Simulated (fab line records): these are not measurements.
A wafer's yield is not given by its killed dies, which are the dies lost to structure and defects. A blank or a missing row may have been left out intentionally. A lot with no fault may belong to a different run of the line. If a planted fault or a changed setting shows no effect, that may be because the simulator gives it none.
The tool behind it: which one? -- flow sky130 -- 11 lots, 33 wafers sampled, at 3 steps of a route of 708

== WHAT THE GAUGES SHOWED, per wafer ==
SKY_CAPM_THK_MEAS_01.
lot,measured,on,CAPM_CVD_00_THK (nm)
L899,day 36 21:21,film_metro-02,15.53 15.48 15.74
L900,day 37 02:07,film_metro-04,15.68 15.79 15.44
L903,day 38 05:19,film_metro-02,15.80 16.33 15.72
L904,day 38 13:24,film_metro-02,15.07 15.06 15.83
L907,day 39 05:34,film_metro-03,15.40 15.48 15.29
L908,day 39 18:15,film_metro-02,15.40 15.49 15.49
L909,day 40 01:52,film_metro-02,15.03 15.38 15.68
L910,day 40 06:49,film_metro-04,15.45 15.45 15.40
L914,day 41 10:32,film_metro-02,15.21 15.62 15.25
L915,day 41 11:41,film_metro-04,15.39 15.67 15.63
L921,day 43 10:45,film_metro-02,15.74 15.36 15.86

SKY_CAPM_OVL_MEAS_12.
lot,measured,on,CAPM_OVL (nm)
L899,day 37 22:47,overlay-02,0.1 1.8 1.1
L900,day 38 04:00,overlay-02,2.7 1.9 2.0
L903,day 39 06:02,overlay-01,1.1 -0.5 -0.7
L904,day 39 14:02,overlay-02,0.8 3.1 1.7
L907,day 40 06:11,overlay-02,1.3 0.2 0.2
L908,day 40 18:29,overlay-01,-2.0 0.6 -1.0
L909,day 41 02:02,overlay-01,2.9 0.7 0.5
L910,day 41 06:38,overlay-02,0.7 0.4 0.2
L914,day 42 10:26,overlay-02,2.3 3.2 2.0
L915,day 42 11:17,overlay-02,2.5 2.6 1.3
L921,day 44 08:45,overlay-02,0.3 1.6 0.8

== WHICH TOOL RAN EACH LOT (tool, then ch and the chambers of the sampled wafers, then the start) ==
lot,SKY_CAPM_CVD_00
L899,"pecvd-03 ch 0,1,2, day 36 21:19"
L900,"pecvd-03 ch 0,1,2, day 37 02:05"
L903,"pecvd-02 ch 0,2, day 38 05:18"
L904,"pecvd-01 ch 0,1,2, day 38 13:23"
L907,"pecvd-03 ch 0,1, day 39 05:32"
L908,"pecvd-02 ch 0,1,2, day 39 18:14"
L909,"pecvd-01 ch 0,2, day 40 01:50"
L910,"pecvd-01 ch 0,1,2, day 40 06:46"
L914,"pecvd-01 ch 0,1,2, day 41 10:30"
L915,"pecvd-03 ch 0,1, day 41 11:40"
L921,"pecvd-02 ch 0,2, day 43 10:43"
- SKY_CAPM_CVD_00: deposits SiO2, target thk 15.5 nm.

== WHAT THE TOOLS THEMSELVES READ (means of the sampled wafers that have a number; where no wafer has one, the mark that the record gives instead) ==
SKY_CAPM_CVD_00.
lot,tool,heater_power_w (W)
L899,pecvd-03,719
L900,pecvd-03,698
L903,pecvd-02,664
L904,pecvd-01,777
L907,pecvd-03,852
L908,pecvd-02,718
L909,pecvd-01,803
L910,pecvd-01,759
L914,pecvd-01,775
L915,pecvd-03,760
L921,pecvd-02,719

== THE ANSWER, worked out from the rows above alone ==
Rule: the usual values come from the lots themselves. The widest of any qualifying gaps counts: lots, ordered by their means at a reading, are off when they make up no more than a third of the lots, leave a main group of 4 or more, and stand apart from it by 3 or more times the standard deviation of that group's means. Not used: any main group whose means are identical at the precision the tables above print for the reading. A lot without any number at a reading at which 4 lots or more have one is off too. Any other lot the step has rows for is counted as sound. First the gauges in route order, then the tools' own readings, where a lot's mean is used as printed above. At the first step where some lot is off, the reading lying furthest off is the one used; lots without a number count as furthest.
None of the lots is off at any reading shown; this tells nothing.

== WHAT THE SIMULATOR HAD PUT IN ==
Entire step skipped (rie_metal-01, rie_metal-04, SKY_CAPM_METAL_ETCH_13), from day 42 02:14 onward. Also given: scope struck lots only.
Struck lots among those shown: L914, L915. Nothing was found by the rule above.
